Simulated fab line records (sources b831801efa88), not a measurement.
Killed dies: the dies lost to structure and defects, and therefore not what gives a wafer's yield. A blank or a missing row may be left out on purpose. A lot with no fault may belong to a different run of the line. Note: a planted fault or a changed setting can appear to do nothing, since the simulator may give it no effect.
A struck lot beside a sound one || flow sky130 || 18 out of 708 route steps
Sound: these wafers, L805.1, L805.3, L805.4. Struck: wafers L807.2, L807.5, L807.6. The cause is given at the end.
Each step with rows lists, per side, the tool, then ch with its chambers, then its first start. Under that, the readings that differ: sound wafers || struck wafers || difference of the means || sigmas: that difference in standard deviations of wafers without a fault.
alike: words and numbers the same on both sides, and readings whose means are apart by under 2 such deviations; not compared: readings that were withheld, readings missing a value for some wafer, numbers with overlapping values and no deviation given by the record, and bounds like >300 which may hide the same value.
A row with sigmas, a row that says differs or no value, or rows on one side alone: a step with any of these is where the two part. Non-overlapping numbers with no deviation appear without sigmas and do not part them. A reading that every wafer of one side lacks parts them only if that side has two wafers or more.

first, 6 steps without rows for these wafers: SKY_VT_ADJUST_LVTN_HMDS_01 (prime time 60 s); SKY_VT_ADJUST_LVTN_COAT_02 (resist thk 3000 nm); SKY_VT_ADJUST_LVTN_SOFTBAKE_03; SKY_VT_ADJUST_LVTN_EXPOSE_04 (exposes mask NWM COMPLEMENT LESS NATIVE, target cd 840 nm); SKY_VT_ADJUST_LVTN_PEB_05; SKY_VT_ADJUST_LVTN_DEVELOP_06 (develop time 60 s).
SKY_VT_ADJUST_LVTN_OVL_MEAS_07:
  sound on overlay-01 at day 9 00:37; struck on overlay-02 at day 9 16:11
  alike: VT_ADJUST_LVTN_OVL
next, for these wafers, 1 step has no rows: SKY_VT_ADJUST_LVTN_IMPLANT_08.
SKY_VT_ADJUST_LVTN_STRIP_09: strips in O2/N2.
  sound on plasma asher-04 ch 0,1, day 9 00:49; struck on plasma asher-01 ch 0,1, day 9 16:22
  alike: drypump motor current A, oes product au, strip time to endpoint s
  not compared: rf hours counter h
SKY_VT_ADJUST_LVTN_TW_MEAS_10:
  sound on film metro-01 at day 9 00:55; struck on film metro-03 at day 9 16:28
  alike: VT_ADJUST_LVTN_TW
then, 2 steps without rows for these wafers: SKY_VT_ADJUST_LVTN_DEHYDRATE_11 (time 60 s); SKY_VT_ADJUST_LVTN_HMDS_12 (prime time 60 s).
SKY_VT_ADJUST_LVTN_COAT_13: resist thk 1140 nm.
  sound on litho track-04 ch 0, day 9 11:16; struck on litho track-04 ch 0, day 10 03:51
{"reading": "spin speed rpm (rpm)", "sound": "3000.5 3001.3 3000.4", "struck": "2949.8 2950.2 2951.0", "difference": -50.4, "sigmas": -30}
{"reading": "model.NOVOLAK_of_VT_ADJUST_LVTN_COAT_13.thk nm (nm)", "sound": "1140 1145 1137", "struck": "1149 1151 1150", "difference": "+9", "sigmas": ""}
then, 3 steps without rows for these wafers: SKY_VT_ADJUST_LVTN_SOFTBAKE_14 (time 60 s); SKY_VT_ADJUST_LVTN_EXPOSE_15 (exposes mask HVN STD DERIVED, target cd 600 nm); SKY_VT_ADJUST_LVTN_PEB_16.
SKY_VT_ADJUST_LVTN_DEVELOP_17: develop time 60 s.
  sound on litho track-04 ch 0, day 9 21:28; struck on litho track-04 ch 0, day 10 14:12
{"reading": "model.NOVOLAK_of_VT_ADJUST_LVTN_COAT_13.thk nm (nm)", "sound": "1140 1144 1136", "struck": "1149 1150 1150", "difference": "+10", "sigmas": ""}
SKY_VT_ADJUST_LVTN_OVL_MEAS_18:
  sound on overlay-01 at day 9 21:37; struck on overlay-02 at day 10 14:20
  alike: VT_ADJUST_LVTN_01_OVL

== WHERE THEY PART ==
SKY_VT_ADJUST_LVTN_COAT_13 only, going by this record. Later steps at which nothing parts them and some readings are alike: SKY_VT_ADJUST_LVTN_OVL_MEAS_18.

WHY: the cause the simulator had injected
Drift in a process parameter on litho track-04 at SKY_VT_ADJUST_LVTN_COAT_13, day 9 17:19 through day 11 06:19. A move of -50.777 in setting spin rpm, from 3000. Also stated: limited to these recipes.
